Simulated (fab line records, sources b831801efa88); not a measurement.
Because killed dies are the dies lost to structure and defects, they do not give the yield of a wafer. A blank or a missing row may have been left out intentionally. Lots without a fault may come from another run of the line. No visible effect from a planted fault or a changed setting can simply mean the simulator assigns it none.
8D (eight disciplines) problem report, filled in by code :: flow sky130 :: the parts of the form that need people (team, actions taken, sign-off) are left out

## 1. WHAT WENT WRONG
Mean of killed_at_contacts at SKY_PAD_OPEN_PROBE_99: 431 across 6 wafers in 2 lots; on wafers with no fault it is 24 (standard deviation 5.6). Relative to the usual mean, that is a shift of +73 standard deviations.
The first sign was on wafer L265.3 at day 49 02:23, on prober-01. Wafers with a number at this step in the record: 39, from 13 lots. Rule for "out" (also "out of limits"): further than 4 standard deviations from the usual mean. Any other wafer with a number is counted as sound.

## 2. WHAT IT IS, AND WHAT IT ISN'T
question: which readings at this step
is: killed_at_contacts, killed_dies, killed_on_rim
is not: killed_at_M0_to_M3, killed_at_front_end, killed_open

question: which lots
is: L265, L266
is not: L256, L257, L258, L262, L263, L269, L271, L272, L273, L274, L275

question: which wafers of those lots
is: all that have a number
is not: -

question: read on which tools
is: prober-01, prober-02
is not: -

question: when
is: from day 49 02:23
is not: up to then (15 sound wafers); but 18 sound wafers of L269, L271, L272, L273, L274, L275 came after

## 3. THE SUSPECTS, EACH WITH WHAT RULES IT OUT
Counting: a tool at any process step up to the reading remains a suspect when it ran all the lots that are out and ran no sound lot after the first of those.
- plasma_asher-02 at SKY_LOCAL_INTERCONNECT_STRIP_15 (strips in O2/N2): ruled out as a lasting fault. After its first lot that is out, L265 (day 35 00:22), sound lots L274, L275 ran on it.
Left after counting: nothing in the record.

## 4. THE CAUSE (what the simulator had put in)
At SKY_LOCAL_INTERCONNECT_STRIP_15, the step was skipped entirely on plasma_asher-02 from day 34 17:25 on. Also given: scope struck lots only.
Counting ruled it out, wrongly: the rule takes a fault to strike every lot that its tool runs from its start on, and this one did not.

## 5. THE CHAIN OF EFFECTS, in route order
Each row: a reading where the mean over the struck wafers with a number is more than 3 standard deviations away from the usual. Only readings for which the record gives a usual standard deviation are gone through. hours: the time from each lot's start at the first step in this table that gives one to its start at this step, as a median over the lots. sigmas: the change in usual standard deviations.
hours: 0
step: SKY_PAD_OPEN_PROBE_99
reading: killed_at_contacts
usual: 24
on struck wafers: 431
change: +407
sigmas: +73

hours: 0
step: SKY_PAD_OPEN_PROBE_99
reading: killed_dies
usual: 86
on struck wafers: 492
change: +406
sigmas: +44

hours: 0
step: SKY_PAD_OPEN_PROBE_99
reading: killed_on_rim
usual: 17
on struck wafers: 96
change: +79
sigmas: +21
Process steps it contains:
- SKY_PAD_OPEN_PROBE_99
Readings that are blank on the struck wafers while sound wafers have them: chamber_pressure_mTorr at SKY_LOCAL_INTERCONNECT_STRIP_15; drypump_motor_current_A at SKY_LOCAL_INTERCONNECT_STRIP_15; oes_product_au at SKY_LOCAL_INTERCONNECT_STRIP_15; strip_time_to_endpoint_s at SKY_LOCAL_INTERCONNECT_STRIP_15.

## 6. WHAT WOULD HAVE CAUGHT IT SOONER
345 hours passed between the start of the fault at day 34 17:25 and the first reading out of limits in this record, taken at day 49 02:23.
At SKY_LOCAL_INTERCONNECT_STRIP_15 the tool's readings are blank on the struck wafers, where sound wafers have them: an empty tool record is the first sign, and it was there at once.
